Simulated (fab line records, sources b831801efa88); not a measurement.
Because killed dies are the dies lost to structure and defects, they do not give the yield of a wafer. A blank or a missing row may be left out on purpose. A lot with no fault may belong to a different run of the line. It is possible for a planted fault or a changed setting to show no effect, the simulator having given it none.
One fault seen from 2 desks / flow sky130 / each desk has only its own numbers; what lay behind them comes last

FROM THE METROLOGY DESK
Lot by lot, what the gauges showed, no matter which tool ran the lot: averages of those sampled wafers that carry a number. Marked OUT: a lot whose mean sits more than 4 standard deviations from the usual mean, which makes it out of limits; the brackets give that distance.
Columns: A = VIA3_BOW at SKY_VIA3_BOW_MEAS_03, usual 79 um; B = PAD_OPEN_BOW at SKY_PAD_OPEN_BOW_MEAS_13, usual 46 um
lot=L608; first seen here=day 39 01:32; A=80; B=46
lot=L609; first seen here=day 39 05:33; A=81; B=49
lot=L611; first seen here=day 39 17:49; A=81; B=50
lot=L613; first seen here=day 40 08:48; A=84; B=47
lot=L615; first seen here=day 41 05:26; A=77; B=43
lot=L616; first seen here=day 41 17:05; A=81; B=52
lot=L617; first seen here=day 41 17:44; A=85; B=55
lot=L620; first seen here=day 42 14:40; A=81; B=45
lot=L621; first seen here=day 42 20:08; A=71; B=39
lot=L622; first seen here=day 43 09:50; A=85; B=54
lot=L623; first seen here=day 43 10:15; A=82; B=47
lot=L630; first seen here=day 45 13:00; A=76; B=44
lot=L628; first seen here=day 45 21:12; A=76; B=51
This desk's verdict: no lot among the 13 shows anything out of limits.

DESK OF THE TOOL OWNER: plasma asher-02
The tool's own readings at SKY_RES_XHIGH_STRIP_08 (strips in O2/N2): means of the sampled wafers that have a number, for each lot that ran on this tool. Marked OUT: a lot whose mean sits more than 4 standard deviations from the usual mean, which makes it out of limits; the brackets give that distance.
Columns: A = drypump motor current A at SKY_RES_XHIGH_STRIP_08, usual 5.7 A; B = o2 flow sccm at SKY_RES_XHIGH_STRIP_08, usual 2999 sccm; C = oes product au at SKY_RES_XHIGH_STRIP_08, usual 0.710 a.u.; D = strip time to endpoint s at SKY_RES_XHIGH_STRIP_08, usual 14.27 s
lot=L609; first seen here=day 27 09:40; A=5.7; B=2991; C=0.718; D=14.29
lot=L615; first seen here=day 29 17:51; A=5.6; B=2995; C=0.710; D=14.22
lot=L616; first seen here=day 30 04:55; A=5.9; B=3003; C=0.711; D=14.32
lot=L620; first seen here=day 31 06:58; A=5.7; B=3005; C=0.715; D=14.28
lot=L621; first seen here=day 31 14:48; A=5.7; B=2989; C=0.707; D=14.29
lot=L622; first seen here=day 32 05:01; A=5.9; B=3000; C=0.707; D=14.31
lot=L623; first seen here=day 32 07:54; A=5.7; B=2994; C=0.709; D=14.23
lot=L628; first seen here=day 35 00:07; A=5.7; B=2998; C=0.716; D=14.26
This desk's verdict: no lot among the 8 shows anything out of limits.

PUT TOGETHER
At the metrology desk, nothing out of limits was observed.
Nothing out of limits was seen by the tool owner's desk.

WHAT THE SIMULATOR HAD INSERTED
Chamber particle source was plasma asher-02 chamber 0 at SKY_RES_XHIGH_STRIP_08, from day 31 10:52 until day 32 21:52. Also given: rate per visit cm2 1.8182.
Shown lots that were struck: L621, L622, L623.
